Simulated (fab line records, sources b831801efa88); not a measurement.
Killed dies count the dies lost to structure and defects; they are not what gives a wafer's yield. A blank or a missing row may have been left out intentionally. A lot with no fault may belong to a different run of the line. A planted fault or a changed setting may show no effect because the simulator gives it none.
Struck lot and sound lot, side by side | flow sky130 | 19 steps out of a route of 708
Sound: the wafers L639.2, L639.4, L639.5. Struck: wafers L650.1, L650.2, L650.4. The cause is named last.
For every step that has rows: the tool of each side, followed by ch and its chambers, followed by its first start. Under that, the readings that differ: sound wafers | struck wafers | difference of the means | sigmas: that difference in standard deviations of wafers without a fault.
alike: words and numbers the same on both sides, and readings whose means are apart by under 2 such deviations; not compared: readings that were withheld, readings missing a value for some wafer, numbers with overlapping values and no deviation given by the record, and bounds like >300 which may hide the same value.
A row with sigmas, a row that says differs or no value, or rows on one side alone: a step with any of these is where the two part. Numbers that have no deviation but don't overlap get no sigmas and don't part them. A reading missing from all wafers of one side parts the sides only when that side holds two or more wafers.

first, 4 steps without rows for these wafers: SKY_METAL1_STRIP_21 (strips in post etch residue remover, time 1200 s); SKY_METAL1_CLEAN_22 (cleans in IPA, time 180 s); SKY_METAL1_CLEAN_23 (cleans in O3/DIW); SKY_VIA1_HDPCVD_00 (deposits SiO2, target thk 1030 nm, time 171.7 s).
SKY_VIA1_THK_MEAS_01:
  sound: film-metro-02 at day 33 02:38; struck: film-metro-04 at day 36 16:47
  alike: VIA1_HDPCVD_THK
SKY_VIA1_CMP_02: polishes SiO2.
  sound on cmp-01 ch 0,2, day 33 02:46; struck on cmp-02 ch 0,1,2, day 36 16:50
  alike: motor-current-A, slurry-flow-ml-min
SKY_VIA1_BOW_MEAS_03:
  sound: film-metro-04 at day 33 03:05; struck: film-metro-02 at day 36 17:08
  alike: VIA1_BOW
then, 5 steps without rows for these wafers: SKY_VIA1_DEHYDRATE_04 (time 60 s); SKY_VIA1_HMDS_05 (prime time 60 s); SKY_VIA1_COAT_06 (resist thk 60 nm); SKY_VIA1_COAT_07 (resist thk 450 nm); SKY_VIA1_SOFTBAKE_08 (time 90 s).
SKY_VIA1_EXPOSE_09: exposes mask VIM, target cd 150 nm.
  sound on krf-scanner-01 ch 0, day 33 16:24; struck on krf-scanner-01 ch 0, day 37 06:18
  reading                      | sound                | struck            | difference | sigmas
  model.VIA1.overlay-x-nm (nm) | -2.013 -2.013 -2.013 | 16.44 16.44 16.44 | +18.45     |
  alike: mask, focus-offset-nm
then, 2 steps without rows for these wafers: SKY_VIA1_PEB_10; SKY_VIA1_DEVELOP_11 (develop time 60 s).
SKY_VIA1_CD_MEAS_12: the cd target is 150 nm.
  sound: cd-sem-01 at day 34 05:17; struck: cd-sem-01 at day 37 19:17
  alike: cd-nm
SKY_VIA1_OVL_MEAS_13:
  sound: overlay-01 at day 34 05:23; struck: overlay-01 at day 37 19:37
  reading       | sound  | struck   | difference | sigmas
  VIA1_OVL (nm) | 1 -8 0 | 21 18 14 | +20        | +3
  not compared: hold
SKY_VIA1_ETCH_14: etches BARC in N2/H2, stops on SiO2, time 45.9 s, target depth 60 nm.
  sound on rie-diel-02 ch 0,2,3, day 34 05:25; struck on rie-diel-02 ch 1,2, day 38 06:52
  reading | sound | struck                                                                        | difference                   | sigmas
  hold    | - - - | await-dispo/11.2h/release await-dispo/11.2h/release await-dispo/11.2h/release | no value on the sound wafers |
  alike: drypump-motor-current-A, oes-product-au, throttle-valve-pct
  not compared: rf-hours-counter-h
-- the record jumps here: 10 days lie between the struck wafers' starts before and after (it left off in module VIA1 and takes up again in module PAD_OPEN, whose first step shown is number 708 of the route) --
SKY_PAD_OPEN_PROBE_99:
  sound: prober-02 at day 46 01:29; struck: prober-01 at day 48 17:42
  alike: defect-limited-yield, killed_at_M0_to_M3, killed_at_M4_up, killed-at-contacts, killed-at-front-end, killed-at-other, killed-dies, killed-open, killed-short, sort_bin_3_pad_short, sort_bin_5_function, sort_bin_6_memory, sort-n-pass, sort-yield-pct

WHERE THEY PART
At SKY_VIA1_OVL_MEAS_13 first; at SKY_VIA1_ETCH_14 last (within this record only). Later steps at which nothing parts them and some readings are alike: SKY_PAD_OPEN_PROBE_99.

WHY: what the simulator had put in
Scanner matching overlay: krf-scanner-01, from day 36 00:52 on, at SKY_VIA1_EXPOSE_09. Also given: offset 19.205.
